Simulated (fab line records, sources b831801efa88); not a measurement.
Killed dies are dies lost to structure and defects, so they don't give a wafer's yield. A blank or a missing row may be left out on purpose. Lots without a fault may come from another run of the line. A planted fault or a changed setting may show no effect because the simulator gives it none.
fab line records | flow gf180mcu
record lots=5 wafers=15 last_day=33
route steps=602 shown MVSD@67 MVPSD@78 VT_IMPLANT@90
lots that met no fault: from a run of the same line without faults
start_h: hours from the record's first day to the start of the lot's first wafer shown | wait_h: hours since the lot's step before | " the same as in the row above | L1.1+2: a row that stands for several wafers | - no value, or no start given | * or withheld: withheld | < > ~ a bound
route shown NAME@n: a module of which the file shows steps, and the number in the route of the first | usual: mean/standard deviation of fault-free wafers | same: alike in all rows | chamber/n: place in a boat | sites: the reading at each site | _std_site: their standard deviation | _edge_site: outer sites' mean less inner sites' | radius_mm: how far each site lies from the wafer's centre | mask NAME#n: copy n | behind: the tool/chamber that last shaped the wafer | hold: why the lot was held/for how many hours/how that ended | device: the transistor (n, p or np) that didn't switch | end of line: the same wafers' tests at the end of the route | a step without rows: its recipe alone | killed: dies lost to structure and defects at the first sort, not the wafer's yield | map: a wafer's dies, x killed, . not, _ none there
set.NAME: the setting as run; set.NAME@STEP: as run at that earlier step | model.NAME: the simulator's own value behind a step, which no gauge read
lots at some steps of the route; a table a step, a row a wafer
services: from which hour (start_h, from the record's first day; less than 0 if before it) a tool's chamber was out of use, for how many hours, and why
## steps
# step GF_MVSD_HMDS_01
# recipe prime_time_s=60 prime_temp_c=120
# columns lot.wafer tool chamber start_h wait_h
L078.1+2+3 litho_track-04 0 102.84 0.1
L079.1+2+5 litho_track-04 0 113.54 0.1
L088.1+5+6 litho_track-04 0 169.34 0.1
L092.3+4+5 litho_track-04 0 180.19 0.1
L094.2+5+6 litho_track-03 0 187.70 0.1
# step GF_MVSD_COAT_02
# recipe spin_rpm=2000 resist_thk_nm=3000
# columns lot.wafer tool chamber start_h wait_h
L078.1+2+3 litho_track-04 0 102.99 0.1
L079.1+2+5 litho_track-04 0 113.69 0.1
L088.1+5+6 litho_track-04 0 169.49 0.1
L092.3+4+5 litho_track-04 0 180.34 0.1
L094.2+5+6 litho_track-03 0 187.85 0.1
# step GF_MVSD_SOFTBAKE_03
# recipe temp_c=110 time_s=withheld
# columns lot.wafer tool chamber start_h wait_h
L078.1+2+3 litho_track-04 0 103.14 0.1
L079.1+2+5 litho_track-04 0 113.84 0.1
L088.1+5+6 litho_track-04 0 169.64 0.1
L092.3+4+5 litho_track-04 0 180.51 0.1
L094.2+5+6 litho_track-03 0 188.01 0.1
# step GF_MVSD_EXPOSE_04
# recipe mask_id=MVSD target_cd_nm=1000 na=0.6 source_shape=conventional sigma_outer=0.6 dose_mj=260
# usual exposure_dose_mJ_cm2=259.98/0.3 reticle_temp_C=23.01/0.1 stage_vel_mm_s=499.93/0.26
# columns lot.wafer tool chamber start_h wait_h mask exposure_dose_mJ_cm2 reticle_temp_C stage_vel_mm_s
L078.1 iline_stepper-01 0 - - MVSD#0 259.76 23.00 499.73
L078.2 " 0 " " MVSD#0 260.42 23.01 500.01
L078.3 " 0 " " MVSD#0 260.04 23.10 499.60
L079.1 iline_stepper-02 0 - - MVSD#0 259.66 23.02 499.46
L079.2 " 0 " " MVSD#0 259.87 22.82 499.75
L079.5 " 0 " " MVSD#0 259.14 22.99 499.62
L088.1 iline_stepper-01 0 - - MVSD#0 259.73 23.01 499.76
L088.5 " 0 " " MVSD#0 260.34 23.06 499.98
L088.6 " 0 " " MVSD#0 260.31 22.92 499.63
L092.3 iline_stepper-01 0 - - MVSD#0 260.06 23.02 500.13
L092.4 " 0 " " MVSD#0 260.13 23.10 499.71
L092.5 " 0 " " MVSD#0 259.59 23.13 499.59
L094.2 iline_stepper-01 0 - - MVSD#0 259.77 23.13 499.57
L094.5 " 0 " " MVSD#0 259.73 23.07 499.69
L094.6 " 0 " " MVSD#0 259.19 23.13 499.97
# step GF_MVSD_PEB_05
# recipe temp_c=115 time_s=withheld
# columns lot.wafer tool chamber start_h wait_h
L078.1+2+3 litho_track-01 0 - -
L079.1+2+5 litho_track-03 0 - -
L088.1+5+6 litho_track-03 0 - -
L092.3+4+5 litho_track-04 0 - -
L094.2+5+6 litho_track-01 0 - -
# step GF_MVSD_DEVELOP_06
# recipe wall_angle_deg=90 develop_time_s=60 dev_temp_c=23
# columns lot.wafer tool chamber start_h wait_h
L078.1+2+3 litho_track-01 0 - -
L079.1+2+5 litho_track-03 0 - -
L088.1+5+6 litho_track-03 0 - -
L092.3+4+5 litho_track-04 0 - -
L094.2+5+6 litho_track-01 0 - -
# step GF_MVSD_OVL_MEAS_07
# usual MVSD_OVL=0.3/1.4
# columns lot.wafer tool chamber start_h wait_h MVSD_OVL[nm]
L078.1 overlay-02 - 109.51 - 0.1
L078.2 " - " " -0.3
L078.3 " - " " 3.2
L079.1 overlay-02 - 120.28 - 1.1
L079.2 " - " " 3.9
L079.5 " - " " 1.6
L088.1 overlay-02 - 177.77 - 1.1
L088.5 " - " " 2.2
L088.6 " - " " -0.8
L092.3 overlay-01 - 189.20 - 1.1
L092.4 " - " " 0.4
L092.5 " - " " 1.9
L094.2 overlay-01 - 196.62 - -0.5
L094.5 " - " " -1.4
L094.6 " - " " -1.0
# step GF_MVSD_IMPLANT_08
# recipe species=P energy_kev=400 dose_cm2=1.6e+13 tilt_deg=0
# columns lot.wafer tool chamber start_h wait_h
L078.1+2+3 implanter-01 0 109.55 0.0
L079.1+2+5 implanter-02 0 120.31 0.0
L088.1+5+6 implanter-01 0 177.81 0.0
L092.3+4+5 implanter-04 0 189.28 0.1
L094.2+5+6 implanter-02 0 196.67 0.0
# step GF_MVSD_IMPLANT_09
# recipe species=P energy_kev=100 dose_cm2=5e+12 tilt_deg=0
# columns lot.wafer tool chamber start_h wait_h
L078.1+2+3 implanter-01 0 109.70 0.1
L079.1+2+5 implanter-02 0 120.46 0.1
L088.1+5+6 implanter-01 0 177.96 0.1
L092.3+4+5 implanter-04 0 189.43 0.1
L094.2+5+6 implanter-02 0 196.82 0.1
# step GF_MVSD_STRIP_10
# recipe chemistry=O2/N2 power_w=1400 pressure_mtorr=1500 platen_temp_c=250 o2_flow_sccm=3000 n2_flow_sccm=300 overash_fraction=0.5
# usual drypump_motor_current_A=5.7/0.4 heater_power_w=354/26 o2_flow_sccm=3000/7.9 oes_product_au=0.723/0.0042 strip_time_to_endpoint_s=37.03/0.097
# columns lot.wafer tool chamber start_h wait_h drypump_motor_current_A heater_power_w o2_flow_sccm oes_product_au rf_hours_counter_h strip_time_to_endpoint_s
L078.1 plasma_asher-01 0 109.85 0.1 5.7 377 3001 0.731 31 36.93
L078.2 " 1 " " 5.6 312 3007 0.726 31 37.00
L078.3 " 0 " " 5.7 386 2993 0.725 - 36.95
L079.1 plasma_asher-01 0 120.61 0.1 5.7 376 3000 0.727 33 37.02
L079.2 " 1 " " 5.6 322 2988 0.730 33 36.90
L079.5 " 1 " " 5.6 314 2999 0.726 - 37.02
L088.1 plasma_asher-02 1 178.11 0.1 4.9 385 3004 0.722 6 36.92
L088.5 " 1 " " 4.9 375 3004 0.728 - 37.00
L088.6 " 0 " " 6.0 356 2996 0.731 - 37.00
L092.3 plasma_asher-01 1 189.56 0.1 5.6 320 3017 0.715 - 37.05
L092.4 " 0 " " 5.8 384 3006 0.716 - 36.99
L092.5 " 0 " " 5.8 376 3006 0.728 - 36.92
L094.2 plasma_asher-01 0 196.95 0.1 5.7 376 3000 0.726 40 36.87
L094.5 " 0 " " 5.7 383 3002 0.721 - 37.05
L094.6 " 1 " " 5.6 321 3002 0.725 - 37.02
# step GF_MVSD_TW_MEAS_11
# usual MVSD_TW=1574/17
# columns lot.wafer tool chamber start_h wait_h MVSD_TW
L078.1 film_metro-01 - 109.95 0.1 1594
L078.2 " - " " 1599
L078.3 " - " " 1598
L079.1 film_metro-01 - 120.71 0.1 1600
L079.2 " - " " 1597
L079.5 " - " " 1593
L088.1 film_metro-01 - 178.21 0.1 1596
L088.5 " - " " 1604
L088.6 " - " " 1604
L092.3 film_metro-02 - 189.65 0.1 1562
L092.4 " - " " 1555
L092.5 " - " " 1565
L094.2 film_metro-01 - 197.06 0.1 1579
L094.5 " - " " 1592
L094.6 " - " " 1591
# step GF_MVPSD_DEHYDRATE_00
# recipe temp_c=200 time_s=60
# same time_s=60
# columns lot.wafer tool chamber start_h wait_h
L078.1+2+3 litho_track-04 0 115.59 5.6
L079.1+2+5 litho_track-04 0 127.29 6.6
L088.1+5+6 litho_track-04 0 184.94 6.7
L092.3+4+5 litho_track-04 0 197.09 7.4
L094.2+5+6 litho_track-04 0 204.96 7.9
# step GF_MVPSD_HMDS_01
# recipe prime_time_s=60 prime_temp_c=120
# columns lot.wafer tool chamber start_h wait_h
L078.1+2+3 litho_track-04 0 115.74 0.1
L079.1+2+5 litho_track-04 0 127.44 0.1
L088.1+5+6 litho_track-04 0 185.09 0.1
L092.3+4+5 litho_track-04 0 197.24 0.1
L094.2+5+6 litho_track-04 0 205.11 0.1
# step GF_MVPSD_COAT_02
# recipe spin_rpm=2000 resist_thk_nm=3000
# columns lot.wafer tool chamber start_h wait_h
L078.1+2+3 litho_track-04 0 115.89 0.1
L079.1+2+5 litho_track-04 0 127.59 0.1
L088.1+5+6 litho_track-04 0 185.24 0.1
L092.3+4+5 litho_track-04 0 197.39 0.1
L094.2+5+6 litho_track-04 0 205.26 0.1
# step GF_MVPSD_SOFTBAKE_03
# recipe temp_c=110 time_s=withheld
# columns lot.wafer tool chamber start_h wait_h
L078.1+2+3 litho_track-04 0 116.04 0.1
L079.1+2+5 litho_track-04 0 127.74 0.1
L088.1+5+6 litho_track-04 0 185.39 0.1
L092.3+4+5 litho_track-04 0 197.56 0.1
L094.2+5+6 litho_track-04 0 205.42 0.1
# step GF_MVPSD_EXPOSE_04
# recipe mask_id=MVPSD target_cd_nm=1000 na=0.6 source_shape=conventional sigma_outer=0.6 dose_mj=260
# usual exposure_dose_mJ_cm2=260.03/0.24 reticle_temp_C=23.00/0.099 stage_vel_mm_s=499.99/0.25
# columns lot.wafer tool chamber start_h wait_h mask exposure_dose_mJ_cm2 reticle_temp_C stage_vel_mm_s
L078.1 iline_stepper-02 0 - - MVPSD#0 259.75 23.00 499.80
L078.2 " 0 " " MVPSD#0 259.87 22.89 499.90
L078.3 " 0 " " MVPSD#0 259.89 22.88 499.65
L079.1 iline_stepper-02 0 - - MVPSD#0 259.48 22.95 499.88
L079.2 " 0 " " MVPSD#0 259.27 23.09 499.50
L079.5 " 0 " " MVPSD#0 259.73 23.03 499.90
L088.1 iline_stepper-02 0 - - MVPSD#0 260.23 22.90 500.21
L088.5 " 0 " " MVPSD#0 260.16 23.11 500.39
L088.6 " 0 " " MVPSD#0 260.44 23.00 500.20
L092.3 iline_stepper-02 0 - - MVPSD#0 259.68 22.95 499.92
L092.4 " 0 " " MVPSD#0 259.38 23.06 500.06
L092.5 " 0 " " MVPSD#0 260.23 23.10 500.01
L094.2 iline_stepper-01 0 - - MVPSD#0 260.14 22.93 499.48
L094.5 " 0 " " MVPSD#0 260.08 22.76 500.03
L094.6 " 0 " " MVPSD#0 260.40 22.89 499.86
# step GF_MVPSD_PEB_05
# recipe temp_c=115 time_s=withheld
# columns lot.wafer tool chamber start_h wait_h
L078.1+2+3 litho_track-02 0 - -
L079.1+2+5 litho_track-03 0 - -
L088.1+5+6 litho_track-03 0 - -
L092.3+4+5 litho_track-03 0 - -
L094.2+5+6 litho_track-03 0 - -
# step GF_MVPSD_DEVELOP_06
# recipe wall_angle_deg=90 develop_time_s=60 dev_temp_c=23
# columns lot.wafer tool chamber start_h wait_h
L078.1+2+3 litho_track-02 0 - -
L079.1+2+5 litho_track-03 0 - -
L088.1+5+6 litho_track-03 0 - -
L092.3+4+5 litho_track-03 0 - -
L094.2+5+6 litho_track-03 0 - -
# step GF_MVPSD_OVL_MEAS_07
# usual MVPSD_OVL=0.1/1.3
# columns lot.wafer tool chamber start_h wait_h MVPSD_OVL[nm]
L078.1 overlay-01 - 121.62 - -0.6
L078.2 " - " " -1.7
L078.3 " - " " -1.1
L079.1 overlay-01 - 135.08 - 2.2
L079.2 " - " " 1.4
L079.5 " - " " 4.3
L088.1 overlay-01 - 193.52 - -0.2
L088.5 " - " " 0.2
L088.6 " - " " 0.7
L092.3 overlay-01 - 206.14 - -0.9
L092.4 " - " " -0.1
L092.5 " - " " -0.4
L094.2 overlay-02 - 214.18 - -1.9
L094.5 " - " " -2.3
L094.6 " - " " -0.6
# step GF_MVPSD_IMPLANT_08
# recipe species=B energy_kev=170 dose_cm2=1.5e+13 tilt_deg=0
# columns lot.wafer tool chamber start_h wait_h
L078.1+2+3 implanter-04 0 121.65 0.0
L079.1+2+5 implanter-02 0 135.11 0.0
L088.1+5+6 implanter-04 0 193.56 0.0
L092.3+4+5 implanter-04 0 206.21 0.1
L094.2+5+6 implanter-04 0 214.24 0.0
# step GF_MVPSD_IMPLANT_09
# recipe species=B energy_kev=40 dose_cm2=5e+12 tilt_deg=0
# columns lot.wafer tool chamber start_h wait_h
L078.1+2+3 implanter-04 0 121.80 0.1
L079.1+2+5 implanter-02 0 135.26 0.1
L088.1+5+6 implanter-04 0 193.71 0.1
L092.3+4+5 implanter-04 0 206.36 0.1
L094.2+5+6 implanter-04 0 214.39 0.1
# step GF_MVPSD_STRIP_10
# recipe chemistry=O2/N2 power_w=1400 pressure_mtorr=1500 platen_temp_c=250 o2_flow_sccm=3000 n2_flow_sccm=300 overash_fraction=0.5
# usual drypump_motor_current_A=5.8/0.36 heater_power_w=346/25 o2_flow_sccm=3001/9.7 oes_product_au=0.722/0.0042 strip_time_to_endpoint_s=36.98/0.09
# columns lot.wafer tool chamber start_h wait_h drypump_motor_current_A heater_power_w o2_flow_sccm oes_product_au rf_hours_counter_h strip_time_to_endpoint_s
L078.1 plasma_asher-01 1 121.95 0.1 5.6 309 3004 0.724 33 36.92
L078.2 " 0 " " 5.8 376 3015 0.722 33 36.93
L078.3 " 0 " " 5.8 382 3000 0.721 - 37.05
L079.1 plasma_asher-04 0 135.41 0.1 5.4 362 3002 0.717 50 37.00
L079.2 " 1 " " 6.2 316 2995 0.721 50 36.90
L079.5 " 1 " " 6.2 319 2998 0.720 - 37.00
L088.1 plasma_asher-01 0 193.86 0.1 5.7 381 2996 0.719 40 37.10
L088.5 " 0 " " 5.7 381 2995 0.716 - 36.94
L088.6 " 1 " " 5.6 317 2986 0.718 - 37.04
L092.3 plasma_asher-04 0 206.49 0.1 5.4 351 3007 0.724 - 37.21
L092.4 " 1 " " 6.2 320 2996 0.727 - 37.09
L092.5 " 0 " " 5.4 358 2996 0.724 - 36.95
L094.2 plasma_asher-01 1 214.51 0.1 5.6 310 3006 0.718 42 36.87
L094.5 " 0 " " 5.8 381 3007 0.724 - 36.98
L094.6 " 1 " " 5.6 316 3006 0.719 - 37.03
# step GF_MVPSD_TW_MEAS_11
# usual MVPSD_TW=551/4.7
# columns lot.wafer tool chamber start_h wait_h MVPSD_TW
L078.1 film_metro-01 - 122.05 0.1 561
L078.2 " - " " 561
L078.3 " - " " 558
L079.1 film_metro-04 - 135.51 0.1 550
L079.2 " - " " 550
L079.5 " - " " 551
L088.1 film_metro-02 - 193.96 0.1 546
L088.5 " - " " 547
L088.6 " - " " 548
L092.3 film_metro-02 - 206.58 0.1 550
L092.4 " - " " 546
L092.5 " - " " 546
L094.2 film_metro-01 - 214.62 0.1 556
L094.5 " - " " 556
L094.6 " - " " 556
# step GF_VT_IMPLANT_DEHYDRATE_00
# recipe temp_c=200 time_s=60
# same time_s=60
# columns lot.wafer tool chamber start_h wait_h
L078.1+2+3 litho_track-01 0 128.86 6.8
L079.1+2+5 litho_track-01 0 142.41 6.9
L088.1+5+6 litho_track-02 0 201.12 7.1
L092.3+4+5 litho_track-01 0 214.66 8.1
L094.2+5+6 litho_track-03 0 223.15 8.5
# step GF_VT_IMPLANT_HMDS_01
# recipe prime_time_s=60 prime_temp_c=120
# columns lot.wafer tool chamber start_h wait_h
L078.1+2+3 litho_track-01 0 129.01 0.1
L079.1+2+5 litho_track-01 0 142.56 0.1
L088.1+5+6 litho_track-02 0 201.27 0.1
L092.3+4+5 litho_track-01 0 214.81 0.1
L094.2+5+6 litho_track-03 0 223.30 0.1
# step GF_VT_IMPLANT_COAT_02
# recipe resist=NOVOLAK spin_rpm=3000 resist_thk_nm=1000
# columns lot.wafer tool chamber start_h wait_h
L078.1+2+3 litho_track-01 0 129.16 0.1
L079.1+2+5 litho_track-01 0 142.71 0.1
L088.1+5+6 litho_track-02 0 201.42 0.1
L092.3+4+5 litho_track-01 0 214.96 0.1
L094.2+5+6 litho_track-03 0 223.45 0.1
# step GF_VT_IMPLANT_SOFTBAKE_03
# recipe temp_c=90 time_s=60 resist=NOVOLAK
# same time_s=60
# columns lot.wafer tool chamber start_h wait_h
L078.1+2+3 litho_track-01 0 129.31 0.1
L079.1+2+5 litho_track-01 0 142.86 0.1
L088.1+5+6 litho_track-02 0 201.57 0.1
L092.3+4+5 litho_track-01 0 215.11 0.1
L094.2+5+6 litho_track-03 0 223.60 0.1
# step GF_VT_IMPLANT_EXPOSE_04
# recipe mask_id=LVPWELL_LV_AREA target_cd_nm=600 na=0.6 source_shape=conventional sigma_outer=0.6 dose_mj=140
# usual exposure_dose_mJ_cm2=139.98/0.14 reticle_temp_C=22.98/0.1 stage_vel_mm_s=499.97/0.23
# columns lot.wafer tool chamber start_h wait_h mask exposure_dose_mJ_cm2 reticle_temp_C stage_vel_mm_s
L078.1 iline_stepper-01 0 - - LVPWELL_LV_AREA#0 139.86 23.01 500.08
L078.2 " 0 " " LVPWELL_LV_AREA#0 139.73 22.93 499.82
L078.3 " 0 " " LVPWELL_LV_AREA#0 139.86 23.10 499.76
L079.1 iline_stepper-01 0 - - LVPWELL_LV_AREA#0 140.07 22.92 500.44
L079.2 " 0 " " LVPWELL_LV_AREA#0 140.13 22.95 500.69
L079.5 " 0 " " LVPWELL_LV_AREA#0 140.03 22.91 500.11
L088.1 iline_stepper-02 0 - - LVPWELL_LV_AREA#0 140.05 22.94 499.86
L088.5 " 0 " " LVPWELL_LV_AREA#0 140.19 22.99 499.62
L088.6 " 0 " " LVPWELL_LV_AREA#0 139.99 22.82 499.83
L092.3 iline_stepper-02 0 - - LVPWELL_LV_AREA#0 140.03 23.01 500.11
L092.4 " 0 " " LVPWELL_LV_AREA#0 140.04 22.93 499.79
L092.5 " 0 " " LVPWELL_LV_AREA#0 139.97 23.11 499.56
L094.2 iline_stepper-01 0 - - LVPWELL_LV_AREA#0 140.20 23.01 499.88
L094.5 " 0 " " LVPWELL_LV_AREA#0 140.03 22.94 499.84
L094.6 " 0 " " LVPWELL_LV_AREA#0 140.04 23.01 500.28
# step GF_VT_IMPLANT_PEB_05
# recipe temp_c=withheld time_s=* resist=NOVOLAK
# same time_s=*
# columns lot.wafer tool chamber start_h wait_h
L078.1+2+3 litho_track-02 0 - -
L079.1+2+5 litho_track-01 0 - -
L088.1+5+6 litho_track-03 0 - -
L092.3+4+5 litho_track-01 0 - -
L094.2+5+6 litho_track-03 0 - -
# step GF_VT_IMPLANT_DEVELOP_06
# recipe develop_time_s=60 dev_temp_c=23
# columns lot.wafer tool chamber start_h wait_h
L078.1+2+3 litho_track-02 0 136.32 0.1
L079.1+2+5 litho_track-01 0 150.41 0.1
L088.1+5+6 litho_track-03 0 210.42 0.1
L092.3+4+5 litho_track-01 0 224.06 0.1
L094.2+5+6 litho_track-03 0 232.35 0.1
# step GF_VT_IMPLANT_OVL_MEAS_07
# usual VT_IMPLANT_OVL=-0.8/1.2
# columns lot.wafer tool chamber start_h wait_h VT_IMPLANT_OVL[nm]
L078.1 overlay-01 - 136.47 0.1 -1.1
L078.2 " - " " -0.5
L078.3 " - " " -0.2
L079.1 overlay-02 - 150.56 0.1 -0.3
L079.2 " - " " -0.8
L079.5 " - " " 1.3
L088.1 overlay-01 - 210.57 0.1 -2.7
L088.5 " - " " -2.4
L088.6 " - " " -2.9
L092.3 overlay-01 - 224.17 0.1 0.7
L092.4 " - " " -1.0
L092.5 " - " " -1.1
L094.2 overlay-01 - 232.48 0.1 -1.8
L094.5 " - " " -0.4
L094.6 " - " " -0.7
# step GF_VT_IMPLANT_IMPLANT_08
# recipe species=BF2 energy_kev=20 dose_cm2=8.29e+12 tilt_deg=7
# columns lot.wafer tool chamber start_h wait_h
L078.1+2+3 implanter-02 0 136.50 0.0
L079.1+2+5 implanter-02 0 150.60 0.0
L088.1+5+6 implanter-03 0 210.61 0.0
L092.3+4+5 implanter-02 0 224.25 0.1
L094.2+5+6 implanter-03 0 232.54 0.0
# step GF_VT_IMPLANT_STRIP_09
# recipe chemistry=O2/N2 power_w=1400 pressure_mtorr=1500 platen_temp_c=250 o2_flow_sccm=3000 n2_flow_sccm=300 overash_fraction=0.5
# usual drypump_motor_current_A=5.7/0.55 heater_power_w=356/17 o2_flow_sccm=3000/9.2 oes_product_au=0.716/0.0046 strip_time_to_endpoint_s=12.63/0.036
# columns lot.wafer tool chamber start_h wait_h drypump_motor_current_A heater_power_w o2_flow_sccm oes_product_au rf_hours_counter_h strip_time_to_endpoint_s
L078.1 plasma_asher-04 0 136.65 0.1 5.4 355 2989 0.719 50 12.70
L078.2 " 1 " " 6.2 320 3008 0.712 50 12.67
L078.3 " 0 " " 5.4 359 2997 0.723 - 12.66
L079.1 plasma_asher-03 0 150.75 0.1 6.4 356 2992 0.710 52 12.72
L079.2 " 1 " " 5.8 346 2993 0.717 52 12.66
L079.5 " 1 " " 5.8 348 2985 0.715 - 12.71
L088.1 plasma_asher-02 0 210.76 0.1 6.0 359 2995 0.722 9 12.58
L088.5 " 0 " " 6.0 354 2984 0.708 - 12.62
L088.6 " 1 " " 4.9 371 3001 0.712 - 12.62
L092.3 plasma_asher-04 1 224.38 0.1 6.2 314 2997 0.716 - 12.66
L092.4 " 0 " " 5.3 364 2998 0.710 - 12.68
L092.5 " 0 " " 5.3 366 3001 0.716 - 12.67
L094.2 plasma_asher-02 1 232.66 0.1 4.9 379 3000 0.722 12 12.69
L094.5 " 0 " " 6.0 360 3006 0.721 - 12.67
L094.6 " 1 " " 4.9 367 3005 0.725 - 12.62
# step GF_VT_IMPLANT_TW_MEAS_10
# usual VT_IMPLANT_TW=565/5.1
# columns lot.wafer tool chamber start_h wait_h VT_IMPLANT_TW
L078.1 film_metro-03 - 136.75 0.1 566
L078.2 " - " " 564
L078.3 " - " " 565
L079.1 film_metro-02 - 150.85 0.1 561
L079.2 " - " " 562
L079.5 " - " " 557
L088.1 film_metro-01 - 210.86 0.1 566
L088.5 " - " " 569
L088.6 " - " " 566
L092.3 film_metro-03 - 224.47 0.1 564
L092.4 " - " " 564
L092.5 " - " " 563
L094.2 film_metro-02 - 232.77 0.1 561
L094.5 " - " " 560
L094.6 " - " " 558
# step GF_VT_IMPLANT_DEHYDRATE_11
# recipe temp_c=200 time_s=60
# same time_s=60
# columns lot.wafer tool chamber start_h wait_h
L078.1+2+3 litho_track-03 0 143.98 7.2
L079.1+2+5 litho_track-01 0 157.76 6.9
L088.1+5+6 litho_track-03 0 219.42 8.6
L092.3+4+5 litho_track-01 0 232.56 8.1
L094.2+5+6 litho_track-03 0 241.55 8.8
# step GF_VT_IMPLANT_HMDS_12
# recipe prime_time_s=60 prime_temp_c=120
# columns lot.wafer tool chamber start_h wait_h
L078.1+2+3 litho_track-03 0 144.13 0.1
L079.1+2+5 litho_track-01 0 157.91 0.1
L088.1+5+6 litho_track-03 0 219.57 0.1
L092.3+4+5 litho_track-01 0 232.71 0.1
L094.2+5+6 litho_track-03 0 241.70 0.1
# step GF_VT_IMPLANT_COAT_13
# recipe resist=NOVOLAK spin_rpm=3000 resist_thk_nm=1000
# columns lot.wafer tool chamber start_h wait_h
L078.1+2+3 litho_track-03 0 144.28 0.1
L079.1+2+5 litho_track-01 0 158.06 0.1
L088.1+5+6 litho_track-03 0 219.72 0.1
L092.3+4+5 litho_track-01 0 232.86 0.1
L094.2+5+6 litho_track-03 0 241.85 0.1
# step GF_VT_IMPLANT_SOFTBAKE_14
# recipe temp_c=90 time_s=60 resist=NOVOLAK
# same time_s=60
# columns lot.wafer tool chamber start_h wait_h
L078.1+2+3 litho_track-03 0 144.43 0.1
L079.1+2+5 litho_track-01 0 158.21 0.1
L088.1+5+6 litho_track-03 0 219.87 0.1
L092.3+4+5 litho_track-01 0 233.01 0.1
L094.2+5+6 litho_track-03 0 242.00 0.1
# step GF_VT_IMPLANT_EXPOSE_15
# recipe mask_id=Nwell_LV_AREA target_cd_nm=860 na=0.6 source_shape=conventional sigma_outer=0.6 dose_mj=140
# usual exposure_dose_mJ_cm2=140.00/0.14 reticle_temp_C=23.00/0.094 stage_vel_mm_s=499.94/0.25
# columns lot.wafer tool chamber start_h wait_h mask exposure_dose_mJ_cm2 reticle_temp_C stage_vel_mm_s
L078.1 iline_stepper-01 0 - - Nwell_LV_AREA#0 140.06 23.12 499.86
L078.2 " 0 " " Nwell_LV_AREA#0 140.13 23.07 499.82
L078.3 " 0 " " Nwell_LV_AREA#0 139.80 22.96 500.13
L079.1 iline_stepper-02 0 - - Nwell_LV_AREA#0 140.06 23.06 499.69
L079.2 " 0 " " Nwell_LV_AREA#0 140.11 23.01 499.95
L079.5 " 0 " " Nwell_LV_AREA#0 139.91 22.89 500.20
L088.1 iline_stepper-01 0 - - Nwell_LV_AREA#0 140.28 23.10 500.16
L088.5 " 0 " " Nwell_LV_AREA#0 140.02 23.02 500.08
L088.6 " 0 " " Nwell_LV_AREA#0 140.24 22.94 499.94
L092.3 iline_stepper-02 0 - - Nwell_LV_AREA#0 139.99 22.89 499.46
L092.4 " 0 " " Nwell_LV_AREA#0 139.95 22.96 499.63
L092.5 " 0 " " Nwell_LV_AREA#0 140.10 23.05 499.83
L094.2 iline_stepper-02 0 - - Nwell_LV_AREA#0 139.94 22.90 500.39
L094.5 " 0 " " Nwell_LV_AREA#0 139.86 23.09 499.78
L094.6 " 0 " " Nwell_LV_AREA#0 140.04 23.04 499.70
# step GF_VT_IMPLANT_PEB_16
# recipe temp_c=withheld time_s=* resist=NOVOLAK
# same time_s=*
# columns lot.wafer tool chamber start_h wait_h
L078.1+2+3 litho_track-03 0 - -
L079.1+2+5 litho_track-01 0 - -
L088.1+5+6 litho_track-02 0 - -
L092.3+4+5 litho_track-02 0 - -
L094.2+5+6 litho_track-01 0 - -
# step GF_VT_IMPLANT_DEVELOP_17
# recipe develop_time_s=60 dev_temp_c=23
# columns lot.wafer tool chamber start_h wait_h
L078.1+2+3 litho_track-03 0 151.23 0.1
L079.1+2+5 litho_track-01 0 165.71 0.1
L088.1+5+6 litho_track-02 0 228.52 0.1
L092.3+4+5 litho_track-02 0 242.57 0.1
L094.2+5+6 litho_track-01 0 250.99 0.1
# step GF_VT_IMPLANT_OVL_MEAS_18
# usual VT_IMPLANT_01_OVL=-0.9/1.9
# columns lot.wafer tool chamber start_h wait_h VT_IMPLANT_01_OVL[nm]
L078.1 overlay-02 - 151.38 0.1 3.0
L078.2 " - " " 1.7
L078.3 " - " " 3.3
L079.1 overlay-01 - 165.86 0.1 -2.6
L079.2 " - " " -2.2
L079.5 " - " " -1.5
L088.1 overlay-01 - 228.67 0.1 -0.3
L088.5 " - " " -0.9
L088.6 " - " " -0.5
L092.3 overlay-01 - 242.68 0.1 -2.2
L092.4 " - " " -0.3
L092.5 " - " " -2.1
L094.2 overlay-01 - 251.12 0.1 -3.5
L094.5 " - " " -1.2
L094.6 " - " " -1.7
# step GF_VT_IMPLANT_IMPLANT_19
# recipe species=As energy_kev=100 dose_cm2=4.35e+12 tilt_deg=7
# columns lot.wafer tool chamber start_h wait_h
L078.1+2+3 implanter-03 0 151.41 0.0
L079.1+2+5 implanter-02 0 165.90 0.0
L088.1+5+6 implanter-02 0 228.70 0.0
L092.3+4+5 implanter-03 0 242.75 0.1
L094.2+5+6 implanter-03 0 251.17 0.0
## services
# columns tool chamber start_h hours kind
implanter-04 - 89.26 32.2 pm
plasma_asher-04 - 99.48 2.5 repair
implanter-03 - 102.87 3.1 repair
implanter-03 - 104.06 6.3 repair
plasma_asher-02 - 108.75 9.0 pm
plasma_asher-02 0 108.75 9.0 vent_cycle
plasma_asher-02 1 108.75 9.0 vent_cycle
plasma_asher-03 - 123.59 4.6 repair
iline_stepper-02 - 125.30 1.7 pm
implanter-03 - 132.22 5.3 pm
implanter-04 - 133.62 3.1 repair
iline_stepper-02 0 137.00 - calibration
iline_stepper-02 - 142.94 9.5 repair
implanter-03 - 145.84 2.9 pm
implanter-01 - 147.27 2.0 repair
plasma_asher-02 - 199.31 0.4 repair
iline_stepper-01 0 205.39 - calibration
iline_stepper-02 - 210.91 3.3 repair
implanter-01 - 213.04 2.2 repair
implanter-01 - 213.67 2.8 repair
implanter-01 - 233.31 4.7 repair
plasma_asher-04 - 237.42 14.6 pm
implanter-04 - 240.78 2.0 repair
iline_stepper-01 - 243.63 8.1 repair
## key
fault none
